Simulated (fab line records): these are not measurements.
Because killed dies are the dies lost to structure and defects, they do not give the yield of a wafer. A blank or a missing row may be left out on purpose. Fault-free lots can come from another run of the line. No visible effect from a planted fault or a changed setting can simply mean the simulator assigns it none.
Comparing a struck lot with a sound one :: flow sky130 :: 14 out of 708 route steps
Sound: these wafers, L273.1, L273.2, L273.4. Wafers L278.4, L278.5, L278.6 were the ones struck. Last of all comes the cause.
Order at every step that has rows: each side's tool, ch and its chambers, its first start. Under that, the readings that differ: sound wafers :: struck wafers :: difference of the means :: sigmas: that difference in standard deviations of wafers without a fault.
alike: readings whose means differ by less than 2 such deviations, and words and numbers that are the same on both sides. not compared: withheld readings, readings that some wafer has no value for, bounds like >300 that may hide the same value, and numbers for which the record gives no deviation and whose values overlap.
Wherever a step has rows on one side only, a row that says differs or no value, or a row with sigmas, the two part there. When numbers do not overlap yet have no deviation, they are printed without sigmas and do not part them. Lack of a reading on every wafer of one side parts them only where that side has two or more wafers.

SKY_SD_N_RS_MEAS_17: the measuring method here is four-point-probe.
  sound on filmMetro-03, day 31 04:31; struck on filmMetro-03, day 32 09:25
  alike: SD_P_RS
SKY_SD_N_RS_MEAS_18: the measuring method here is four-point-probe.
  sound on filmMetro-03, day 31 04:38; struck on filmMetro-03, day 32 09:32
  alike: RES_XHIGH_RS
then, 2 steps without rows for these wafers: SKY_SALICIDE_CLEAN_00 (cleans in HF-last, time 30 s); SKY_LI_CONTACT_HDPCVD_00 (deposits PSG, target thk 930 nm, time 155 s).
SKY_LI_CONTACT_THK_MEAS_01:
  sound on filmMetro-03, day 31 04:53; struck on filmMetro-02, day 32 09:47
  alike: LI_CONTACT_HDPCVD_THK
SKY_LI_CONTACT_CMP_02: polishes PSG.
  sound on cmp-01 ch 0,1,3, day 31 04:56; struck on cmp-02 ch 0,1,2, day 32 09:55
  alike: motorCurrentA, timeToEndpointS
SKY_LI_CONTACT_BOW_MEAS_03:
  sound on filmMetro-04, day 31 05:14; struck on filmMetro-03, day 32 10:11
  alike: LI_CONTACT_BOW
then, 5 steps without rows for these wafers: SKY_LI_CONTACT_DEHYDRATE_04 (time 60 s); SKY_LI_CONTACT_HMDS_05 (prime time 60 s); SKY_LI_CONTACT_COAT_06 (resist thk 60 nm); SKY_LI_CONTACT_COAT_07 (resist thk 450 nm); SKY_LI_CONTACT_SOFTBAKE_08 (time 90 s).
SKY_LI_CONTACT_EXPOSE_09: exposes mask LICM1, target cd 170 nm.
  sound on krfScanner-01 ch 0, day 31 18:32; struck on krfScanner-02, day 32 22:55
  no value came back on the struck wafers for exposureDoseMJCm2, focusOffsetNm (nm), sigmaInner; on the sound wafers exposureDoseMJCm2 reads 37.93 37.98 37.99
  alike: mask
then, 1 step without rows for these wafers: SKY_LI_CONTACT_PEB_10.

WHERE THEY PART
Only at SKY_LI_CONTACT_EXPOSE_09, as far as this record shows.

WHY: what had been put in by the simulator
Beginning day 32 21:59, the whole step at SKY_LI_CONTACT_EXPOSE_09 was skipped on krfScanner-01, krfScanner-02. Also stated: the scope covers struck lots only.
